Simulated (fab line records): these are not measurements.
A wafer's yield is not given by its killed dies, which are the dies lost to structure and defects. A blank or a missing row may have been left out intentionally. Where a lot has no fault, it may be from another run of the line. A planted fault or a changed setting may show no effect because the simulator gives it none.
Which tool is to blame?	flow gf180mcu	6 lots with 18 wafers sampled at 3 steps, on a route of 602 steps

## WHAT THE GAUGES READ, wafer by wafer
GF_HV_LDD_RS_MEAS_53: measurement is done with a four-point probe.
lot	measured	on	HV_LDD_RS (ohm/sq)
L804	day 13 02:56	film-metro-03	418.6 417.9 419.7
L806	day 13 23:38	film-metro-03	418.9 416.8 417.5
L809	day 14 19:29	film-metro-03	417.5 417.3 417.6
L811	day 15 07:50	film-metro-03	418.3 417.4 418.0
L816	day 17 00:28	film-metro-03	433.1 434.4 435.3
L822	day 18 23:59	film-metro-01	419.2 420.0 420.5

## WHICH TOOL RAN EACH LOT (tool, then ch and the chambers of the sampled wafers, then the start)
lot	GF_DUAL_GATE_STRIP_13	GF_HV_LDD_IMPLANT_09
L804	plasma-asher-01 ch 0,1, day 8 21:22	implanter-04 ch 0, day 10 16:34
L806	plasma-asher-03 ch 0,1, day 9 16:34	implanter-03 ch 0, day 11 11:07
L809	plasma-asher-01 ch 1, day 10 10:40	implanter-04 ch 0, day 12 03:55
L811	plasma-asher-03 ch 0,1, day 10 20:55	implanter-03 ch 0, day 12 16:30
L816	plasma-asher-04 ch 0,1, day 12 08:53	implanter-04 ch 0, day 14 05:53
L822	plasma-asher-04 ch 0,1, day 14 00:46	implanter-03 ch 0, day 16 00:49
- GF_DUAL_GATE_STRIP_13: strips in O2/N2.
- GF_HV_LDD_IMPLANT_09

## THE ANSWER, worked out from the rows above alone
Rule: what is usual is taken from the lots themselves. The widest of any qualifying gaps counts: lots, ordered by their means at a reading, are off when they make up no more than a third of the lots, leave a main group of 4 or more, and stand apart from it by 3 or more times the standard deviation of that group's means. If all means in a main group match to the digits the tables above print for the reading, that group is not used. A lot without any number at a reading at which 4 lots or more have one is off too. Where the step has rows for the other lots, those lots are counted as sound.
Off: L816, seen at GF_HV_LDD_RS_MEAS_53 (HV_LDD_RS). The main group: mean 418.3 ohm/sq, standard deviation 0.88.
A tool fits if, at a process step before that reading, it ran every lot that is off, and no sound lot after the first of them. Those tools and the gauges at GF_HV_LDD_RS_MEAS_53 are tried in the same way. Undecided on this evidence; 2 tools fit (implanter-04 at GF_HV_LDD_IMPLANT_09, film-metro-03 at GF_HV_LDD_RS_MEAS_53).

## WHAT HAD BEEN PUT IN BY THE SIMULATOR
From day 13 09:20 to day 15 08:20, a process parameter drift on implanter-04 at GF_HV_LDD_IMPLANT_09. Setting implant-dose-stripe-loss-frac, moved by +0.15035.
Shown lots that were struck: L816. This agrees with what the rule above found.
